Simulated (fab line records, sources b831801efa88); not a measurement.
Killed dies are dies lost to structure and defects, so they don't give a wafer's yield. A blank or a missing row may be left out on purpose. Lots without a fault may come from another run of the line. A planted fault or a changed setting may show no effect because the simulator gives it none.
Which tool did it? | flow sky130 | 10 lots, 30 wafers sampled, at 5 steps of a route of 708

WHAT THE GAUGES READ, wafer by wafer
SKY_VT_ADJUST_LVTN_OVL_MEAS_18.
lot  | measured     | on         | VT_ADJUST_LVTN_01_OVL (nm)
L254 | day 7 14:11  | overlay-01 | 0.5 0.8 0.0
L256 | day 8 09:02  | overlay-01 | -2.9 -1.0 -4.1
L257 | day 8 11:03  | overlay-01 | 0.5 -1.6 -0.8
L262 | day 10 01:46 | overlay-01 | -0.2 -1.5 -1.8
L263 | day 10 04:59 | overlay-02 | -3.5 -2.5 -1.2
L267 | day 11 09:17 | overlay-02 | -0.6 -0.8 -0.8
L268 | day 11 13:16 | overlay-01 | -1.4 -1.0 -2.0
L269 | day 11 22:56 | overlay-02 | -2.0 -1.3 -0.2
L270 | day 12 11:22 | overlay-01 | -0.7 -2.8 -0.7
L277 | day 14 18:59 | overlay-02 | -0.7 -2.4 -0.7

SKY_SONOS_ONO_THK_MEAS_01.
lot  | measured     | on            | SONOS_ONO_OXIDATION_THK (nm)
L254 | day 11 07:06 | film_metro-03 | 2.57 2.63 2.55
L256 | day 12 04:53 | film_metro-03 | 2.60 2.59 2.75
L257 | day 12 07:18 | film_metro-03 | 2.56 2.59 2.65
L262 | day 14 04:33 | film_metro-01 | 2.69 2.61 2.65
L263 | day 14 07:37 | film_metro-03 | 2.51 2.62 2.61
L267 | day 15 18:31 | film_metro-04 | 2.67 2.64 2.53
L268 | day 15 21:36 | film_metro-04 | 2.65 2.66 2.63
L269 | day 16 09:02 | film_metro-04 | 2.64 2.55 2.62
L270 | day 17 01:34 | film_metro-03 | 2.61 2.70 2.59
L277 | day 19 18:10 | film_metro-04 | 2.51 2.52 2.52

SKY_POLY_GATE_THK_MEAS_01.
lot  | measured     | on            | POLY_GATE_CVD_00_THK (nm)
L254 | day 13 18:17 | film_metro-04 | 180.9 180.8 180.2
L256 | day 14 15:31 | film_metro-01 | 183.0 181.1 181.0
L257 | day 14 18:55 | film_metro-04 | 178.2 177.5 177.2
L262 | day 16 19:52 | film_metro-02 | 182.7 182.9 183.3
L263 | day 17 00:13 | film_metro-04 | 178.1 179.2 178.2
L267 | day 18 14:28 | film_metro-02 | 180.4 180.9 180.9
L268 | day 18 18:53 | film_metro-04 | 180.3 181.5 180.7
L269 | day 19 06:11 | film_metro-04 | 157.2 161.2 167.1 157.4 161.2 167.1
L270 | day 19 23:44 | film_metro-01 | 134.0 135.8 139.3 133.9 135.7 139.4
L277 | day 22 15:58 | film_metro-04 | 180.3 179.2 179.6

WHICH TOOL RAN EACH LOT (tool, then ch and the chambers of the sampled wafers, then the start)
lot  | SKY_VT_ADJUST_NCORE_STRIP_10         | SKY_POLY_GATE_CVD_00
L254 | plasma_asher-01 ch 0,1, day 8 10:05  | lpcvd-01 ch 1, day 13 16:29
L256 | plasma_asher-01 ch 0,1, day 9 05:51  | lpcvd-01 ch 0, day 14 14:19
L257 | plasma_asher-03 ch 0,1, day 9 08:26  | lpcvd-01 ch 1, day 14 17:06
L262 | plasma_asher-03 ch 0,1, day 11 01:10 | lpcvd-01 ch 1, day 16 18:38
L263 | plasma_asher-04 ch 0,1, day 11 04:05 | lpcvd-01 ch 1, day 16 23:01
L267 | plasma_asher-01 ch 0,1, day 12 09:59 | lpcvd-01 ch 0, day 18 13:16
L268 | plasma_asher-01 ch 0,1, day 12 13:46 | lpcvd-01 ch 0, day 18 17:40
L269 | plasma_asher-04 ch 0,1, day 12 23:55 | lpcvd-01 ch 1, day 19 04:58
L270 | plasma_asher-03 ch 0,1, day 13 13:21 | lpcvd-01 ch 1, day 19 22:30
L277 | plasma_asher-04 ch 0,1, day 15 22:26 | lpcvd-01 ch 1, day 22 14:46
- SKY_VT_ADJUST_NCORE_STRIP_10: strips in O2/N2.
- SKY_POLY_GATE_CVD_00: deposits poly-Si, target thk 180 nm, time 720 s.

WHAT THE TOOLS THEMSELVES READ (means of the sampled wafers that have a number; where no wafer has one, the mark that the record gives instead)
SKY_VT_ADJUST_NCORE_STRIP_10.
lot  | tool            | drypump_motor_current_A (A) | oes_product_au (a.u.) | strip_time_to_endpoint_s (s)
L254 | plasma_asher-01 | 5.7                         | 0.718                 | 14.18
L256 | plasma_asher-01 | 5.7                         | 0.714                 | 14.20
L257 | plasma_asher-03 | 6.4                         | 0.719                 | 14.21
L262 | plasma_asher-03 | 6.4                         | 0.714                 | 14.16
L263 | plasma_asher-04 | 5.8                         | 0.711                 | 14.18
L267 | plasma_asher-01 | 5.9                         | 0.716                 | 14.16
L268 | plasma_asher-01 | 5.7                         | 0.715                 | 14.23
L269 | plasma_asher-04 | 5.8                         | 0.713                 | 14.16
L270 | plasma_asher-03 | 6.4                         | 0.714                 | 14.19
L277 | plasma_asher-04 | 5.8                         | 0.720                 | 14.11

SKY_POLY_GATE_CVD_00.
lot  | tool     | spike_tc_centre_C (C) | spike_tc_lower_C (C) | spike_tc_upper_C (C) | zone_power_centre_pct (%) | zone_power_lower_pct (%)
L254 | lpcvd-01 | 620.1                 | 620.7                | 620.5                | 8.5                       | 7.5
L256 | lpcvd-01 | 621.4                 | 620.0                | 617.9                | 10.4                      | 8.4
L257 | lpcvd-01 | 620.0                 | 620.1                | 619.7                | 8.4                       | 7.6
L262 | lpcvd-01 | 620.9                 | 620.8                | 618.7                | 8.4                       | 7.5
L263 | lpcvd-01 | 619.3                 | 620.9                | 619.7                | 8.4                       | 7.5
L267 | lpcvd-01 | 621.0                 | 621.7                | 618.8                | 10.5                      | 8.3
L268 | lpcvd-01 | 622.3                 | 621.5                | 617.6                | 10.5                      | 8.3
L269 | lpcvd-01 | 592.1                 | 623.6                | 623.6                | 4.0                       | 9.6
L270 | lpcvd-01 | 592.1                 | 624.7                | 623.7                | 4.0                       | 9.6
L277 | lpcvd-01 | 620.3                 | 621.0                | 620.0                | 8.5                       | 7.5

THE ANSWER, worked out from the rows above alone
Rule: what is usual is taken from the lots themselves. Put in order of their means at a reading, lots are off if they are a third of the lots or fewer, leave a main group of 4 or more, and stand apart from it by a gap of 3 or more times the standard deviation of the main group's means; of several such gaps the widest counts. A main group whose means are all the same, to the digits that the tables above print for the reading, isn't used. A lot without any number at a reading at which 4 lots or more have one is off too. The other lots that the step has rows for count as sound. The gauges are gone through in route order, then the tools' own readings, and for those a lot's mean is taken as printed above. The first step at which some lot is off is used, and at that step the reading that is off furthest; a lot without a number counts as furthest.
Off: L269, L270, at SKY_POLY_GATE_THK_MEAS_01 (POLY_GATE_CVD_00_THK). The main group: mean 180.3 nm, standard deviation 1.6.
A tool fits if, at a process step before that reading, it ran every lot that is off, and no sound lot after the first of them. The gauges at SKY_POLY_GATE_THK_MEAS_01 aren't tried: what is off there is off at SKY_POLY_GATE_CVD_00 too, on other tools, and a gauge's error can't cause that. None of those tried fits.

WHAT THE SIMULATOR HAD PUT IN
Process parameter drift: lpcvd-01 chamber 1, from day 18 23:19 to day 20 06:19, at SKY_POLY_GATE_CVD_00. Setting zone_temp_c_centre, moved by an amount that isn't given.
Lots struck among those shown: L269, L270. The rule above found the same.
